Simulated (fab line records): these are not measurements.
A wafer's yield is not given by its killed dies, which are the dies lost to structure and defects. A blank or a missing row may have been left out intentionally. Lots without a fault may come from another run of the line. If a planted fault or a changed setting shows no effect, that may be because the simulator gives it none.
A lot that was struck, set against a sound lot -- flow gf180mcu -- 18 steps out of a route of 602
Sound: wafers L415.2, L415.4, L415.6. Struck: wafers L414.3, L414.5 (left out: L414.6, a lot-mate that was not struck); the cause follows at the end.
At each step with rows: each side's tool, then ch and its chambers, then its first start. Under that, the readings that differ: sound wafers -- struck wafers -- difference of the means -- sigmas: that difference in standard deviations of wafers without a fault.
alike: readings with means less than 2 such deviations apart, plus words and numbers identical on both sides. not compared: withheld readings, readings lacking a value on some wafer, bounds such as >300 that could conceal the same value, and numbers that have no deviation in the record and whose values overlap.
A row with sigmas, a row that says differs or no value, or rows on one side alone: a step with any of these is where the two part. Numbers that have no deviation but don't overlap get no sigmas and don't part them. Lack of a reading on every wafer of one side parts them only where that side has two or more wafers.

first, 3 steps without rows for these wafers: GF_V2_EXPOSE_11 (exposes mask Via2, target cd 260 nm); GF_V2_PEB_12 (peb time 90 s); GF_V2_DEVELOP_13 (develop time 60 s).
GF_V2_CD_MEAS_14 targets a cd of 260 nm.
  sound on cd-sem-01 at day 23 13:28; struck on cd-sem-01 at day 23 08:08
  alike: cd-nm
GF_V2_OVL_MEAS_15:
  sound on overlay-01 at day 23 13:35; struck on overlay-01 at day 23 08:14
  alike: V2_OVL
GF_V2_ETCH_16: etches BARC in N2/H2.
  sound on rie-diel-04 ch 1,2,3, day 23 13:37; struck on rie-diel-01 ch 3, day 23 08:16
reading,sound,struck,difference,sigmas
drypump-motor-current-A (A),5.9 5.5 6.4,4.9 4.9,-1.0,-2
  alike: oes-product-au, throttle-valve-pct
then, 1 step without rows for these wafers: GF_V2_ETCH_17 (etches SiO2 in C4F8/O2/Ar, stops on TiN, target depth 630 nm).
GF_V2_STRIP_18: strips in O2/N2.
  sound on plasma-asher-02 ch 1, day 23 13:44; struck on plasma-asher-04 ch 0,1, day 23 08:25
  alike: drypump-motor-current-A, heater-power-w, oes-product-au
  not compared: rf-hours-counter-h
then, 2 steps without rows for these wafers: GF_V2_STRIP_19 (strips in post etch residue remover, time 1200 s); GF_V2_CLEAN_20 (cleans in DIW).
GF_V2_SPUTTER_21: material Ti, target thk 15 nm, time 80.02 s.
  sound on pvd-sputter-02 at day 23 14:18; struck on pvd-sputter-04 at day 23 08:56
  alike: throttle-valve-pct
GF_V2_SPUTTER_22: material TiN, target thk 10 nm, time 40.64 s.
  sound on pvd-sputter-02 at day 23 14:22; struck on pvd-sputter-04 at day 23 09:00
  alike: throttle-valve-pct
GF_V2_CVD_23: deposits W, target thk 350 nm, time 104.94 s.
  sound on cvd-w-02 ch 0,1, day 23 14:24; struck on cvd-w-01 ch 1, day 23 09:04
reading,sound,struck,difference,sigmas
model.W_of_V2_CVD_23.thk-nm (nm),363.1 364.1 346.3,188 186.3,-171,
  alike: heater-power-w, susceptor-temp-C
GF_V2_RS_MEAS_24: uses a four-point probe to measure.
  sound on film-metro-01 at day 23 14:32; struck on film-metro-01 at day 23 09:11
reading,sound,struck,difference,sigmas
V2_W_RS (ohm/sq),0.316 0.316 0.332,0.615 0.622,+0.297,+54
GF_V2_THK_MEAS_25: measures by xrf.
  sound on film-metro-01 at day 23 14:38; struck on film-metro-01 at day 23 09:17
reading,sound,struck,difference,sigmas
V2_W_THK (nm),355 355 339,185 184,-165,-26
GF_V2_CMP_26: polishes, stops on SiO2, t overpolish 15 s, target thk 0 nm.
  sound on cmp-01 ch 0,2, day 23 14:41; struck on cmp-01 ch 2, day 23 09:20
reading,sound,struck,difference,sigmas
time-to-endpoint-s (s),90 85 88,46 46,-42,-9
  alike: motor-current-A
GF_M3_SPUTTER_00: material Ti, target thk 37.5 nm, time 150 s.
  sound on pvd-sputter-04 at day 23 14:59; struck on pvd-sputter-03 at day 23 09:38
  alike: throttle-valve-pct
-- the record jumps here: 8 days lie between the struck wafers' starts before and after (it left off in module M3 and takes up again in module PASSIVATION, whose first step shown is number 602 of the route) --
GF_PASSIVATION_PROBE_99:
  rows exist in the record for the struck wafers here (prober-02, day 31 10:48), but not for the sound ones

WHERE THEY PART
At GF_V2_ETCH_16 first; at GF_PASSIVATION_PROBE_99 last (within this record only).

WHY: the cause the simulator had injected
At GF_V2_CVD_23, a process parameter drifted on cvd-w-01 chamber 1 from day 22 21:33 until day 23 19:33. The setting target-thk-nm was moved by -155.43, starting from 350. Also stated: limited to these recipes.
